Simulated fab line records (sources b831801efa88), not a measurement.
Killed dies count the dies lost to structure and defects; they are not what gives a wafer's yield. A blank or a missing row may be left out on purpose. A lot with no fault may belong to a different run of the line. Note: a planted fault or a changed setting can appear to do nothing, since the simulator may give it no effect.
Which tool is to blame?    flow gf180mcu    14 lots, 42 wafers sampled, at 4 steps of a route of 602

== WHAT THE GAUGES SHOWED, per wafer ==
GF_PASSIVATION_THK_MEAS_01.
lot   measured      on             PASSIVATION_CVD_00_THK (nm)
L847  day 28 09:27  film_metro-01  993 1022 1010
L848  day 28 17:45  film_metro-04  995 1008 1010
L849  day 29 00:35  film_metro-04  1002 976 1020
L850  day 29 07:50  film_metro-01  991 1014 997
L852  day 29 22:08  film_metro-04  991 1001 1013
L853  day 30 07:13  film_metro-04  988 1005 1004
L854  day 30 12:55  film_metro-01  1007 998 999
L856  day 31 02:19  film_metro-04  975 1007 984
L857  day 31 08:42  film_metro-04  991 983 1006
L859  day 32 10:00  film_metro-03  995 971 1011
L860  day 32 04:47  film_metro-04  1006 1026 1031
L867  day 33 17:35  film_metro-04  986 987 1002
L868  day 34 05:31  film_metro-03  1000 986 997
L869  day 34 09:28  film_metro-04  987 984 1004

== WHICH TOOL RAN EACH LOT (tool, then ch and the chambers of the sampled wafers, then the start) ==
lot   GF_POLY_GATE_OXIDATION_16      GF_MIM_SPUTTER_02             GF_V5_CVD_02
L847  furnace-02 ch 0, day 9 11:05   pvd_sputter-04, day 24 17:19  pecvd-04 ch 1,2, day 26 13:29
L848  furnace-01 ch 0, day 9 17:23   pvd_sputter-03, day 25 02:52  pecvd-03 ch 0,1, day 26 22:41
L849  furnace-01 ch 0, day 10 00:31  pvd_sputter-03, day 25 11:37  pecvd-04 ch 1,2, day 27 06:13
L850  furnace-02 ch 0, day 10 07:44  pvd_sputter-04, day 25 18:37  pecvd-04 ch 0,1,2, day 27 13:55
L852  furnace-02 ch 0, day 10 22:50  pvd_sputter-04, day 26 10:10  pecvd-03 ch 1,2, day 28 04:50
L853  furnace-01 ch 0, day 11 07:23  pvd_sputter-04, day 26 19:55  pecvd-03 ch 1,2, day 28 13:07
L854  furnace-02 ch 0, day 11 13:59  pvd_sputter-01, day 27 02:53  pecvd-04 ch 0,1,2, day 28 20:43
L856  furnace-01 ch 0, day 12 03:11  pvd_sputter-01, day 27 18:28  pecvd-04 ch 0,1, day 29 10:32
L857  furnace-01 ch 0, day 12 10:47  pvd_sputter-01, day 28 01:14  pecvd-03 ch 0,1,2, day 29 17:10
L859  furnace-01 ch 0, day 13 02:23  pvd_sputter-04, day 28 20:13  pecvd-01 ch 0,1,2, day 30 12:07
L860  furnace-02 ch 0, day 13 07:50  pvd_sputter-04, day 29 01:05  pecvd-03 ch 0,2, day 30 15:17
L867  furnace-01 ch 0, day 15 13:38  pvd_sputter-01, day 30 19:08  pecvd-03 ch 0,1, day 32 07:16
L868  furnace-01 ch 0, day 15 22:20  pvd_sputter-03, day 31 06:20  pecvd-01 ch 0,1,2, day 32 18:44
L869  furnace-02 ch 0, day 16 00:47  pvd_sputter-04, day 31 11:26  pecvd-01 ch 0,1, day 32 23:08
- GF_POLY_GATE_OXIDATION_16: stabilise 600 s, purge 300 s, target thk 4 nm.
- GF_MIM_SPUTTER_02: material AlCu, target thk 450 nm, time 23.9 s.
- GF_V5_CVD_02: deposits SiO2 from TEOS, target thk 1450 nm, time 163.28 s.

== AS READ BY THE TOOLS THEMSELVES (means over the sampled wafers that have a number; for cases with no such wafer, the mark the record gives instead) ==
GF_POLY_GATE_OXIDATION_16.
lot   tool        spike_tc_bottom_C (C)  spike_tc_centre_C (C)  tube_center_temp_C_max
L847  furnace-02  868.5                  850.0                  852.2
L848  furnace-01  875.3                  850.5                  852.3
L849  furnace-01  874.3                  850.5                  852.0
L850  furnace-02  868.0                  849.6                  852.3
L852  furnace-02  869.0                  849.9                  852.0
L853  furnace-01  874.2                  851.7                  852.3
L854  furnace-02  867.8                  850.1                  852.0
L856  furnace-01  874.0                  851.1                  852.0
L857  furnace-01  873.2                  851.9                  852.3
L859  furnace-01  874.3                  850.2                  851.9
L860  furnace-02  868.2                  850.2                  852.0
L867  furnace-01  876.1                  850.3                  852.3
L868  furnace-01  874.3                  850.8                  852.1
L869  furnace-02  869.0                  850.0                  852.0

GF_MIM_SPUTTER_02.
lot   tool            cathode_dc_power_W (W)  throttle_valve_pct (%)
L847  pvd_sputter-04  10598                   30.2
L848  pvd_sputter-03  10600                   30.2
L849  pvd_sputter-03  10602                   29.4
L850  pvd_sputter-04  10602                   30.3
L852  pvd_sputter-04  10599                   30.3
L853  pvd_sputter-04  10600                   30.0
L854  pvd_sputter-01  10601                   30.7
L856  pvd_sputter-01  10599                   30.5
L857  pvd_sputter-01  10599                   30.3
L859  pvd_sputter-04  10600                   31.3
L860  pvd_sputter-04  10598                   30.3
L867  pvd_sputter-01  10601                   30.8
L868  pvd_sputter-03  10600                   29.3
L869  pvd_sputter-04  10601                   31.2

GF_V5_CVD_02.
lot   tool      heater_power_w (W)  rf_fwd_power_W (W)
L847  pecvd-04  588                 598.8
L848  pecvd-03  680                 597.9
L849  pecvd-04  642                 596.7
L850  pecvd-04  555                 599.3
L852  pecvd-03  579                 596.6
L853  pecvd-03  626                 599.3
L854  pecvd-04  578                 598.3
L856  pecvd-04  672                 599.3
L857  pecvd-03  679                 598.1
L859  pecvd-01  741                 599.1
L860  pecvd-03  612                 598.6
L867  pecvd-03  666                 598.7
L868  pecvd-01  694                 598.6
L869  pecvd-01  741                 598.4

== THE ANSWER, worked out from the rows above alone ==
Rule: usual is defined by the lots themselves. Put in order of their means at a reading, lots are off if they are a third of the lots or fewer, leave a main group of 4 or more, and stand apart from it by a gap of 3 or more times the standard deviation of the main group's means; of several such gaps the widest counts. A main group is skipped when, at the precision printed for the reading in the tables above, its means are all equal. A lot without any number at a reading at which 4 lots or more have one is off too. Where the step has rows for the other lots, those lots are counted as sound. The gauges are gone through in route order, then the tools' own readings, and for those a lot's mean is taken as printed above. The first step at which some lot is off is used, and at that step the reading that is off furthest; a lot without a number counts as furthest.
No lot is off at any reading shown: from this, nothing can be told.

== WHAT THE SIMULATOR PUT IN ==
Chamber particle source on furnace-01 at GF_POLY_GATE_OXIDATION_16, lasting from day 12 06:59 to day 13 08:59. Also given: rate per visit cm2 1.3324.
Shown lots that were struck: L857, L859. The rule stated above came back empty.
